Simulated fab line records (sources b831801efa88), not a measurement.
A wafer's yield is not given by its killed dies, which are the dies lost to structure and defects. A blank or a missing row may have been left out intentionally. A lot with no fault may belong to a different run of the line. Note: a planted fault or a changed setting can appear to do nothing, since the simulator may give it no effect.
fab line records | flow sky130
record lots=13 wafers=39 last-day=50
route steps=708 shown METAL1@438
lots that met no fault: from a run of the same line without faults
start-h: hours from the record's opening day to when the first of the lot's shown wafers began | wait-h: hours since the lot's step before | " unchanged from the row above | L1.1+2: several wafers, shown together as one row | - no value present, or no start provided | * or withheld: withheld | < > ~ a bound
route shown NAME@n: names a module that has steps shown in the file, with the first one's number in the route | usual: mean/standard deviation taken from wafers without a fault | same: alike in all rows | chamber/n: place in a boat | sites: each site's reading | _std_site: the values' standard deviation | _edge_site: inner sites' mean taken away from outer sites' mean | radius-mm: how far each site lies from the wafer's centre | mask NAME#n: copy n | behind: tool/chamber where the wafer was last shaped | hold: the reason the lot was held/the length of the hold in hours/how it ended | device: whichever transistor did not switch (one of n, p or np) | end of line: the tests these same wafers got at the end of their route | a step given without rows: its recipe and nothing more | killed: not the wafer's yield, but the dies lost to structure and defects at the first sort | map: the dies of a wafer, with x for killed, . for not killed, _ for no die there
set.NAME: the run value of the setting; set.NAME@STEP: its run value at that earlier step | model.NAME: the simulator's own value behind a step, which no gauge read
steps of the route over a sample of lots; a table a step, a row a wafer
services: from which hour (start-h, from the record's first day; less than 0 if before it) a tool's chamber was out of use, for how many hours, and why
## steps
# step SKY_METAL1_SPUTTER_04
# recipe material=TiN target-thk-nm=70 power-w=6500 time-s=58.3 chamber-pressure-pa=0.4
# usual throttle-valve-pct=29.4/0.91
# columns lot.wafer tool chamber start-h wait-h throttle-valve-pct
L622.1 pvd-sputter-02 - 745.54 0.0 28.7
L622.2 " - " " 28.9
L622.3 " - " " 28.2
L625.1 pvd-sputter-04 - 756.21 0.0 29.9
L625.4 " - " " 29.7
L625.5 " - " " 29.4
L626.2 pvd-sputter-04 - 760.30 0.0 29.6
L626.4 " - " " 31.6
L626.6 " - " " 29.4
L627.1 pvd-sputter-02 - 778.29 0.0 28.7
L627.2 " - " " 28.4
L627.6 " - " " 29.2
L629.2 pvd-sputter-04 - 794.29 0.0 31.7
L629.3 " - " " 29.9
L629.4 " - " " 29.8
L630.2 pvd-sputter-02 - 795.16 0.0 28.9
L630.3 " - " " 28.4
L630.4 " - " " 28.8
L631.4 pvd-sputter-02 - 808.33 0.0 28.6
L631.5 " - " " 29.1
L631.6 " - " " 28.3
L640.3 pvd-sputter-03 - 875.34 0.0 29.4
L640.4 " - " " 30.5
L640.6 " - " " 30.7
L641.2 pvd-sputter-02 - 881.78 0.0 28.3
L641.5 " - " " 28.8
L641.6 " - " " 28.9
L642.1 pvd-sputter-02 - 883.02 0.0 28.5
L642.5 " - " " 28.3
L642.6 " - " " 28.9
L643.3 pvd-sputter-04 - 897.43 0.0 29.6
L643.4 " - " " 30.1
L643.5 " - " " 30.0
L644.1 pvd-sputter-04 - 900.03 0.0 29.3
L644.2 " - " " 29.7
L644.4 " - " " 31.4
L645.2 pvd-sputter-04 - 906.62 0.0 29.5
L645.4 " - " " 31.1
L645.6 " - " " 29.5
# step SKY_METAL1_RS_MEAS_05
# recipe thk-meas-gauge=four-point-probe reads=TiN_of_METAL1_SPUTTER_04+Ti_of_METAL1_SPUTTER_03+AlCu_of_METAL1_SPUTTER_02+TiN_of_METAL1_SPUTTER_01+Ti_of_METAL1_SPUTTER_00
# usual METAL1_ALCU_RS=0.1272/0.0011
# columns lot.wafer tool chamber start-h wait-h hold METAL1_ALCU_RS[ohm/sq]
L622.1 film-metro-04 - 745.59 0.0 - 0.1278
L622.2 " - " " - 0.1295
L622.3 " - " " - 0.1272
L625.1 film-metro-03 - 756.26 0.0 - 0.1272
L625.4 " - " " - 0.1271
L625.5 " - " " - 0.1281
L626.2 film-metro-04 - 760.37 0.0 - 0.1264
L626.4 " - " " - 0.1256
L626.6 " - " " - 0.1277
L627.1 film-metro-03 - 778.34 0.0 - 0.1269
L627.2 " - " " - 0.1259
L627.6 " - " " - 0.1252
L629.2 film-metro-03 - 794.36 0.0 - 0.1253
L629.3 " - " " - 0.1270
L629.4 " - " " - 0.1255
L630.2 film-metro-03 - 795.23 0.0 await-dispo/0.2h/release 0.1285
L630.3 " - " " await-dispo/0.2h/release 0.1252
L630.4 " - " " await-dispo/0.2h/release 0.1258
L630.2 film-metro-03 - 795.51 0.3 - 0.1286
L630.3 " - " " - 0.1248
L630.4 " - " " - 0.1255
L631.4 film-metro-01 - 808.43 0.1 await-dispo/0.2h/release 0.1275
L631.5 " - " " await-dispo/0.2h/release 0.1274
L631.6 " - " " await-dispo/0.2h/release 0.1273
L631.4 film-metro-01 - 808.72 0.3 - 0.1274
L631.5 " - " " - 0.1273
L631.6 " - " " - 0.1270
L640.3 film-metro-04 - 875.43 0.1 - 0.1280
L640.4 " - " " - 0.1290
L640.6 " - " " - 0.1287
L641.2 film-metro-01 - 881.85 0.0 - 0.1280
L641.5 " - " " - 0.1250
L641.6 " - " " - 0.1267
L642.1 film-metro-04 - 883.07 0.0 - 0.1290
L642.5 " - " " - 0.1283
L642.6 " - " " - 0.1285
L643.3 film-metro-03 - 897.52 0.1 - 0.1274
L643.4 " - " " - 0.1257
L643.5 " - " " - 0.1256
L644.1 film-metro-04 - 900.08 0.0 - 0.1275
L644.2 " - " " - 0.1259
L644.4 " - " " - 0.1281
L645.2 film-metro-04 - 906.68 0.0 - 0.1267
L645.4 " - " " - 0.1272
L645.6 " - " " - 0.1267
# step SKY_METAL1_THK_MEAS_06
# recipe thk-meas-gauge=xrf reads=AlCu_of_METAL1_SPUTTER_02
# usual METAL1_ALCU_THK=249.5/2.3
# columns lot.wafer tool chamber start-h wait-h hold METAL1_ALCU_THK[nm]
L622.1 film-metro-04 - 745.71 0.1 - 246.6
L622.2 " - " " - 245.0
L622.3 " - " " - 249.1
L625.1 film-metro-03 - 756.38 0.1 - 250.8
L625.4 " - " " - 251.5
L625.5 " - " " - 248.6
L626.2 film-metro-04 - 760.48 0.1 - 250.3
L626.4 " - " " - 251.6
L626.6 " - " " - 247.8
L627.1 film-metro-03 - 778.46 0.1 - 251.7
L627.2 " - " " - 253.0
L627.6 " - " " - 254.6
L629.2 film-metro-03 - 794.47 0.1 - 252.7
L629.3 " - " " - 248.2
L629.4 " - " " - 253.2
L630.2 film-metro-03 - 802.48 7.0 await-dispo/0.2h/release 245.6
L630.3 " - " " await-dispo/0.2h/release 234.7
L630.4 " - " " await-dispo/0.2h/release 233.0
L630.2 film-metro-03 - 802.71 0.2 - 244.8
L630.3 " - " " - 235.7
L630.4 " - " " - 235.1
L631.4 film-metro-01 - 811.82 3.1 await-dispo/0.2h/release 233.4
L631.5 " - " " await-dispo/0.2h/release 247.4
L631.6 " - " " await-dispo/0.2h/release 251.0
L631.4 film-metro-01 - 812.05 0.2 - 233.4
L631.5 " - " " - 248.1
L631.6 " - " " - 249.2
L640.3 film-metro-04 - 875.53 0.1 - 248.3
L640.4 " - " " - 246.7
L640.6 " - " " - 247.6
L641.2 film-metro-01 - 881.96 0.1 - 247.1
L641.5 " - " " - 254.3
L641.6 " - " " - 251.6
L642.1 film-metro-04 - 883.19 0.1 - 246.0
L642.5 " - " " - 246.7
L642.6 " - " " - 244.9
L643.3 film-metro-03 - 897.62 0.1 - 248.2
L643.4 " - " " - 250.5
L643.5 " - " " - 251.8
L644.1 film-metro-04 - 900.20 0.1 - 249.2
L644.2 " - " " - 250.2
L644.4 " - " " - 247.6
L645.2 film-metro-04 - 906.79 0.1 - 249.0
L645.4 " - " " - 248.7
L645.6 " - " " - 249.6
## services
# columns tool chamber start-h hours kind
pvd-sputter-02 - 819.89 1.1 repair
## key
first-sign step=SKY_METAL1_RS_MEAS_05 reading=visit direction=added
effect step=SKY_METAL1_THK_MEAS_06 reading=visit direction=added
effect step=SKY_METAL1_THK_MEAS_06 reading=METAL1_ALCU_THK direction=down sigmas=7 usual=249.5 struck=233.7
met-at SKY_METAL1_SPUTTER_04
struck-lots L630,L631
struck-wafers L630.3,L630.4,L631.4
onset-between 778.29 795.16
fault kind=process-parameter-drift tool=pvd-sputter-02 chamber=- onset-h=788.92 steps=SKY_METAL1_SPUTTER_04 channel=time-s offset=* shape=step end-h=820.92 scope=struck-wafers-only acts-in=* stated=*
